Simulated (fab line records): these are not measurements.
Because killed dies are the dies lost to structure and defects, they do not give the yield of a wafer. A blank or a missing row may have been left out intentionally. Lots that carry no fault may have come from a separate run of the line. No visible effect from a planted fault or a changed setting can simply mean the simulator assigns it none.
Struck lot and sound lot, side by side | flow sky130 | 16 out of 708 route steps
Sound: the wafers L434.2, L434.5, L434.6. Wafers L444.2, L444.5, L444.6 were the ones struck. Last of all comes the cause.
Per side, at each step with rows, come the tool, then ch with its chambers, and then its first start. Under that, the readings that differ: sound wafers | struck wafers | difference of the means | sigmas: that difference in standard deviations of wafers without a fault.
alike: readings with means less than 2 such deviations apart, plus words and numbers identical on both sides. not compared: withheld readings, readings lacking a value on some wafer, bounds such as >300 that could conceal the same value, and numbers that have no deviation in the record and whose values overlap.
The two part at a step that has a row with sigmas, a row that says differs or no value, or rows on one side only. Numbers that have no deviation but don't overlap get no sigmas and don't part them. A reading missing from all wafers of one side parts the sides only when that side holds two or more wafers.

first, 2 steps without rows for these wafers: SKY_METAL3_PEB_11; SKY_METAL3_DEVELOP_12 (develop time 60 s).
SKY_METAL3_CD_MEAS_13 targets a cd of 300 nm.
  sound on cdSem-01 at day 42 07:59; struck on cdSem-01 at day 44 18:59
  alike: cdNm
SKY_METAL3_OVL_MEAS_14:
  sound on overlay-01 at day 42 08:05; struck on overlay-01 at day 44 19:05
  alike: METAL3_OVL
then, 1 step without rows for these wafers: SKY_METAL3_DESCUM_15 (chemistry O2, time 8 s).
SKY_METAL3_ETCH_16: etches BARC in N2/H2, stops on SiO2, time 88.2 s, target depth 60 nm.
  sound on rieMetal-04 ch 0,1, day 42 08:10; struck on rieMetal-02 ch 0,1, day 44 19:09
  alike: drypumpMotorCurrentA, h2FlowSccm, oesProductAu, throttleValvePct
  not compared: rfHoursCounterH
SKY_METAL3_ETCH_17: etches SiO2 in C4F8/O2/Ar, stops on TiN, time 3.9 s, target depth 15 nm.
  sound on rieDiel-02 ch 0,3, day 42 08:18; struck on rieDiel-04 ch 1,2, day 44 19:15
  alike: oesProductAu
  not compared: rfHoursCounterH
SKY_METAL3_METAL_ETCH_18: etches the open film in Cl2/BCl3, stops on SiO2, target depth 845 nm, time 183.1 s.
  sound on rieMetal-02 ch 0,1, day 42 08:19; struck on rieMetal-04 ch 0,1, day 44 19:16
  alike: drypumpMotorCurrentA, oesProductAu, throttleValvePct
  not compared: rfHoursCounterH
SKY_METAL3_STRIP_19: strips in O2/N2.
  sound on plasmaAsher-03 ch 0,1, day 42 08:29; struck on plasmaAsher-01 ch 0,1, day 44 19:26
  alike: drypumpMotorCurrentA, oesProductAu, stripTimeToEndpointS
  not compared: rfHoursCounterH
then, 3 steps without rows for these wafers: SKY_METAL3_STRIP_20 (strips in post etch residue remover, time 1200 s); SKY_METAL3_CLEAN_21 (cleans in IPA, time 180 s); SKY_METAL3_CLEAN_22 (cleans in O3/DIW).
SKY_VIA3_HDPCVD_00: deposits SiO2, target thk 1635 nm, time 272.5 s.
  sound on hdpcvd-02 ch 0,2, day 42 09:10; struck on hdpcvd-02 ch 0,1, day 44 20:02
reading                                 | sound             | struck            | difference | sigmas
sih4FlowSccm (sccm)                     | 59.94 60.19 60.09 | 72.29 72.14 72.03 | +12.08     | +64
model.SiO2_of_VIA3_HDPCVD_00.thkNm (nm) | 1616 1603 1621    | 1962 1948 1938    | +336       | 
SKY_VIA3_THK_MEAS_01:
  sound on filmMetro-04 at day 42 09:20; struck on filmMetro-04 at day 44 20:13
reading              | sound          | struck         | difference | sigmas
VIA3_HDPCVD_THK (nm) | 1615 1603 1621 | 1963 1948 1938 | +337       | +18
SKY_VIA3_CMP_02: polishes SiO2.
  sound on cmp-01 ch 0,1, day 42 09:23; struck on cmp-01 ch 0,1,3, day 44 20:25
  alike: edgeZonePressureFrac, motorCurrentA
-- the record jumps here: 6 days lie between the struck wafers' starts before and after (it left off in module VIA3 and takes up again in module PAD_OPEN, whose first step shown is number 708 of the route) --
SKY_PAD_OPEN_PROBE_99:
  sound on prober-02 at day 48 12:53; struck on prober-01 at day 50 18:34
  alike: defectLimitedYield, killed_at_M0_to_M3, killed_at_M4_up, killedAtContacts, killedAtFrontEnd, killedAtOther, killedDies, killedOpen, killedShort, sort_bin_3_pad_short, sort_bin_5_function, sort_bin_6_memory, sortNPass, sortYieldPct

## WHERE THEY PART
At SKY_VIA3_HDPCVD_00 first; at SKY_VIA3_THK_MEAS_01 last (within this record only). Later steps at which nothing parts them and some readings are alike: SKY_VIA3_CMP_02, SKY_PAD_OPEN_PROBE_99.

WHY: the cause the simulator had injected
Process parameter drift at SKY_VIA3_HDPCVD_00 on hdpcvd-02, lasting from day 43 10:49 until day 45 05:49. Setting sih4FlowSccm shifted by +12 from 60. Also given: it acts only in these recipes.
